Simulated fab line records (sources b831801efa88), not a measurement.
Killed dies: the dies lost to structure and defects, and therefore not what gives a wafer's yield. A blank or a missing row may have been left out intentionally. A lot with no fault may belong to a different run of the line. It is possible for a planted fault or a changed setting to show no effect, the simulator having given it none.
Which tool did it? || flow gf180mcu || 14 lots with 42 wafers sampled at 4 steps, on a route of 602 steps

== WHAT EACH GAUGE READ, for each wafer ==
GF_M5_CD_MEAS_07: target cd 280 nm.
{"lot": "L691", "measured": "day 26 11:01", "on": "cdSem-02", "cdNm (nm)": "278.1 278.7 278.4"}
{"lot": "L692", "measured": "day 26 13:38", "on": "cdSem-02", "cdNm (nm)": "279.7 278.7 280.4"}
{"lot": "L693", "measured": "day 27 02:21", "on": "cdSem-02", "cdNm (nm)": "280.6 280.0 279.3"}
{"lot": "L694", "measured": "day 27 17:35", "on": "cdSem-02", "cdNm (nm)": "278.5 278.1 277.9"}
{"lot": "L696", "measured": "day 28 04:14", "on": "cdSem-01", "cdNm (nm)": "280.4 281.4 280.1"}
{"lot": "L697", "measured": "day 29 07:52", "on": "cdSem-01", "cdNm (nm)": "278.6 279.2 279.7"}
{"lot": "L698", "measured": "day 29 08:59", "on": "cdSem-02", "cdNm (nm)": "278.6 278.3 278.4"}
{"lot": "L701", "measured": "day 30 02:19", "on": "cdSem-02", "cdNm (nm)": "279.5 278.9 278.9"}
{"lot": "L708", "measured": "day 31 08:33", "on": "cdSem-01", "cdNm (nm)": "280.3 281.1 279.9"}
{"lot": "L709", "measured": "day 31 12:38", "on": "cdSem-01", "cdNm (nm)": "277.7 279.2 279.3"}
{"lot": "L710", "measured": "day 31 15:56", "on": "cdSem-02", "cdNm (nm)": "279.9 280.0 279.1"}
{"lot": "L711", "measured": "day 32 00:16", "on": "cdSem-02", "cdNm (nm)": "278.8 279.4 279.0"}
{"lot": "L712", "measured": "day 32 04:28", "on": "cdSem-01", "cdNm (nm)": "280.1 279.4 280.1"}
{"lot": "L713", "measured": "day 32 11:22", "on": "cdSem-02", "cdNm (nm)": "278.3 278.6 277.5"}

GF_TOP_METAL_OVL_MEAS_15.
{"lot": "L691", "measured": "day 28 05:16", "on": "overlay-02", "TOP_METAL_OVL (nm)": "-0.1 0.1 -1.4"}
{"lot": "L692", "measured": "day 28 06:10", "on": "overlay-02", "TOP_METAL_OVL (nm)": "-0.4 0.1 0.6"}
{"lot": "L693", "measured": "day 28 20:07", "on": "overlay-01", "TOP_METAL_OVL (nm)": "-1.2 0.5 0.1"}
{"lot": "L694", "measured": "day 29 10:42", "on": "overlay-01", "TOP_METAL_OVL (nm)": "1.0 2.0 1.2"}
{"lot": "L696", "measured": "day 29 22:33", "on": "overlay-01", "TOP_METAL_OVL (nm)": "1.3 3.1 -1.3"}
{"lot": "L697", "measured": "day 31 00:06", "on": "overlay-02", "TOP_METAL_OVL (nm)": "-0.9 1.1 -0.2"}
{"lot": "L698", "measured": "day 31 01:02", "on": "overlay-01", "TOP_METAL_OVL (nm)": "-0.5 0.0 1.6"}
{"lot": "L701", "measured": "day 31 16:49", "on": "overlay-01", "TOP_METAL_OVL (nm)": "1.3 1.6 -0.6"}
{"lot": "L708", "measured": "day 32 21:59", "on": "overlay-02", "TOP_METAL_OVL (nm)": "-0.6 0.4 -0.1"}
{"lot": "L709", "measured": "day 33 01:10", "on": "overlay-02", "TOP_METAL_OVL (nm)": "0.0 0.2 0.8"}
{"lot": "L710", "measured": "day 33 04:19", "on": "overlay-01", "TOP_METAL_OVL (nm)": "1.1 0.5 1.0"}
{"lot": "L711", "measured": "day 33 12:26", "on": "overlay-02", "TOP_METAL_OVL (nm)": "1.1 -0.4 1.4"}
{"lot": "L712", "measured": "day 33 16:01", "on": "overlay-01", "TOP_METAL_OVL (nm)": "0.5 0.6 3.0"}
{"lot": "L713", "measured": "day 33 21:52", "on": "overlay-02", "TOP_METAL_OVL (nm)": "0.5 1.4 -0.4"}

== WHAT TOOL EACH LOT RAN ON (gives the tool, then ch and the chambers of the sampled wafers, and finally the start) ==
{"lot": "L691", "GF_DUAL_GATE_WET_ETCH_12": "wetBench-01 ch 1, day 8 14:57", "GF_M5_ETCH_09": "rieDiel-02 ch 0,1,2, day 26 11:10"}
{"lot": "L692", "GF_DUAL_GATE_WET_ETCH_12": "wetBench-02 ch 3, day 8 18:22", "GF_M5_ETCH_09": "rieDiel-01 ch 0,2,3, day 26 13:48"}
{"lot": "L693", "GF_DUAL_GATE_WET_ETCH_12": "wetBench-04 ch 2, day 9 06:58", "GF_M5_ETCH_09": "rieDiel-01 ch 0,1,2, day 27 02:27"}
{"lot": "L694", "GF_DUAL_GATE_WET_ETCH_12": "wetBench-04 ch 2, day 9 14:45", "GF_M5_ETCH_09": "rieDiel-03 ch 2,3, day 27 17:45"}
{"lot": "L696", "GF_DUAL_GATE_WET_ETCH_12": "wetBench-01 ch 1, day 10 04:54", "GF_M5_ETCH_09": "rieDiel-01 ch 0,1,2, day 28 04:24"}
{"lot": "L697", "GF_DUAL_GATE_WET_ETCH_12": "wetBench-01 ch 3, day 10 12:43", "GF_M5_ETCH_09": "rieDiel-02 ch 0,2,3, day 29 08:01"}
{"lot": "L698", "GF_DUAL_GATE_WET_ETCH_12": "wetBench-01 ch 0, day 10 12:57", "GF_M5_ETCH_09": "rieDiel-02 ch 1,2,3, day 29 09:07"}
{"lot": "L701", "GF_DUAL_GATE_WET_ETCH_12": "wetBench-01 ch 0, day 11 12:45", "GF_M5_ETCH_09": "rieDiel-01 ch 2,3, day 30 02:28"}
{"lot": "L708", "GF_DUAL_GATE_WET_ETCH_12": "wetBench-04 ch 1, day 13 08:26", "GF_M5_ETCH_09": "rieDiel-01 ch 0,1,3, day 31 08:39"}
{"lot": "L709", "GF_DUAL_GATE_WET_ETCH_12": "wetBench-02 ch 2, day 13 12:28", "GF_M5_ETCH_09": "rieDiel-03 ch 0,1,2, day 31 12:46"}
{"lot": "L710", "GF_DUAL_GATE_WET_ETCH_12": "wetBench-04 ch 3, day 13 15:39", "GF_M5_ETCH_09": "rieDiel-01 ch 0,1,3, day 31 16:06"}
{"lot": "L711", "GF_DUAL_GATE_WET_ETCH_12": "wetBench-04 ch 1, day 14 03:03", "GF_M5_ETCH_09": "rieDiel-01 ch 2,3, day 32 00:22"}
{"lot": "L712", "GF_DUAL_GATE_WET_ETCH_12": "wetBench-04 ch 1, day 14 09:37", "GF_M5_ETCH_09": "rieDiel-01 ch 0,1, day 32 04:37"}
{"lot": "L713", "GF_DUAL_GATE_WET_ETCH_12": "wetBench-04 ch 1, day 14 17:10", "GF_M5_ETCH_09": "rieDiel-03 ch 0,1,3, day 32 11:30"}
- GF_DUAL_GATE_WET_ETCH_12: etches SiO2 in dHF, target depth 13 nm, time 260 s.
- GF_M5_ETCH_09: etches Si3N4 in CF4/O2, target depth 52 nm, time 11.6 s.

== AS READ BY THE TOOLS THEMSELVES (means over the sampled wafers that have a number; for cases with no such wafer, the mark the record gives instead) ==
GF_DUAL_GATE_WET_ETCH_12.
{"lot": "L691", "tool": "wetBench-01", "bathHeatDutyPct (%)": 6.1}
{"lot": "L692", "tool": "wetBench-02", "bathHeatDutyPct (%)": 6.3}
{"lot": "L693", "tool": "wetBench-04", "bathHeatDutyPct (%)": 6.2}
{"lot": "L694", "tool": "wetBench-04", "bathHeatDutyPct (%)": 6.8}
{"lot": "L696", "tool": "wetBench-01", "bathHeatDutyPct (%)": 6.7}
{"lot": "L697", "tool": "wetBench-01", "bathHeatDutyPct (%)": 6.3}
{"lot": "L698", "tool": "wetBench-01", "bathHeatDutyPct (%)": 6.4}
{"lot": "L701", "tool": "wetBench-01", "bathHeatDutyPct (%)": 6.1}
{"lot": "L708", "tool": "wetBench-04", "bathHeatDutyPct (%)": 6.9}
{"lot": "L709", "tool": "wetBench-02", "bathHeatDutyPct (%)": 6.1}
{"lot": "L710", "tool": "wetBench-04", "bathHeatDutyPct (%)": 6.2}
{"lot": "L711", "tool": "wetBench-04", "bathHeatDutyPct (%)": 6.9}
{"lot": "L712", "tool": "wetBench-04", "bathHeatDutyPct (%)": 6.6}
{"lot": "L713", "tool": "wetBench-04", "bathHeatDutyPct (%)": 6.5}

GF_M5_ETCH_09.
{"lot": "L691", "tool": "rieDiel-02", "chamberPressureMTorr (mTorr)": 149.93, "drypumpMotorCurrentA (A)": 5.9, "oesProductAu (a.u.)": 0.999, "throttleValvePct (%)": 5.965}
{"lot": "L692", "tool": "rieDiel-01", "chamberPressureMTorr (mTorr)": 149.94, "drypumpMotorCurrentA (A)": 5.3, "oesProductAu (a.u.)": 1.011, "throttleValvePct (%)": 5.978}
{"lot": "L693", "tool": "rieDiel-01", "chamberPressureMTorr (mTorr)": 149.96, "drypumpMotorCurrentA (A)": 5.7, "oesProductAu (a.u.)": 1.006, "throttleValvePct (%)": 5.969}
{"lot": "L694", "tool": "rieDiel-03", "chamberPressureMTorr (mTorr)": 150.04, "drypumpMotorCurrentA (A)": 5.9, "oesProductAu (a.u.)": 0.991, "throttleValvePct (%)": 5.974}
{"lot": "L696", "tool": "rieDiel-01", "chamberPressureMTorr (mTorr)": 150.10, "drypumpMotorCurrentA (A)": 5.7, "oesProductAu (a.u.)": 1.003, "throttleValvePct (%)": 5.976}
{"lot": "L697", "tool": "rieDiel-02", "chamberPressureMTorr (mTorr)": 150.11, "drypumpMotorCurrentA (A)": 6.1, "oesProductAu (a.u.)": 0.998, "throttleValvePct (%)": 5.971}
{"lot": "L698", "tool": "rieDiel-02", "chamberPressureMTorr (mTorr)": 150.04, "drypumpMotorCurrentA (A)": 5.8, "oesProductAu (a.u.)": 0.998, "throttleValvePct (%)": 5.971}
{"lot": "L701", "tool": "rieDiel-01", "chamberPressureMTorr (mTorr)": 150.11, "drypumpMotorCurrentA (A)": 5.5, "oesProductAu (a.u.)": 1.009, "throttleValvePct (%)": 5.971}
{"lot": "L708", "tool": "rieDiel-01", "chamberPressureMTorr (mTorr)": 150.03, "drypumpMotorCurrentA (A)": 5.6, "oesProductAu (a.u.)": 0.997, "throttleValvePct (%)": 5.969}
{"lot": "L709", "tool": "rieDiel-03", "chamberPressureMTorr (mTorr)": 150.01, "drypumpMotorCurrentA (A)": 5.6, "oesProductAu (a.u.)": 0.991, "throttleValvePct (%)": 5.964}
{"lot": "L710", "tool": "rieDiel-01", "chamberPressureMTorr (mTorr)": 150.09, "drypumpMotorCurrentA (A)": 5.6, "oesProductAu (a.u.)": 1.003, "throttleValvePct (%)": 5.969}
{"lot": "L711", "tool": "rieDiel-01", "chamberPressureMTorr (mTorr)": 150.18, "drypumpMotorCurrentA (A)": 5.4, "oesProductAu (a.u.)": 1.015, "throttleValvePct (%)": 5.982}
{"lot": "L712", "tool": "rieDiel-01", "chamberPressureMTorr (mTorr)": 150.03, "drypumpMotorCurrentA (A)": 5.5, "oesProductAu (a.u.)": 0.993, "throttleValvePct (%)": 5.964}
{"lot": "L713", "tool": "rieDiel-03", "chamberPressureMTorr (mTorr)": 150.08, "drypumpMotorCurrentA (A)": 5.5, "oesProductAu (a.u.)": 1.000, "throttleValvePct (%)": 5.965}

== THE ANSWER, worked out from the rows above alone ==
Rule: usual is defined by the lots themselves. Put in order of their means at a reading, lots are off if they are a third of the lots or fewer, leave a main group of 4 or more, and stand apart from it by a gap of 3 or more times the standard deviation of the main group's means; of several such gaps the widest counts. A main group whose means are all the same, to the digits that the tables above print for the reading, isn't used. A lot without any number at a reading at which 4 lots or more have one is off too. Any other lot the step has rows for is counted as sound. First the gauges in route order, then the tools' own readings, where a lot's mean is used as printed above. The first step at which some lot is off is used, and at that step the reading that is off furthest; a lot without a number counts as furthest.
Across all readings shown, no lot is off: no conclusion can be drawn from this.

== WHAT THE SIMULATOR HAD PUT IN ==
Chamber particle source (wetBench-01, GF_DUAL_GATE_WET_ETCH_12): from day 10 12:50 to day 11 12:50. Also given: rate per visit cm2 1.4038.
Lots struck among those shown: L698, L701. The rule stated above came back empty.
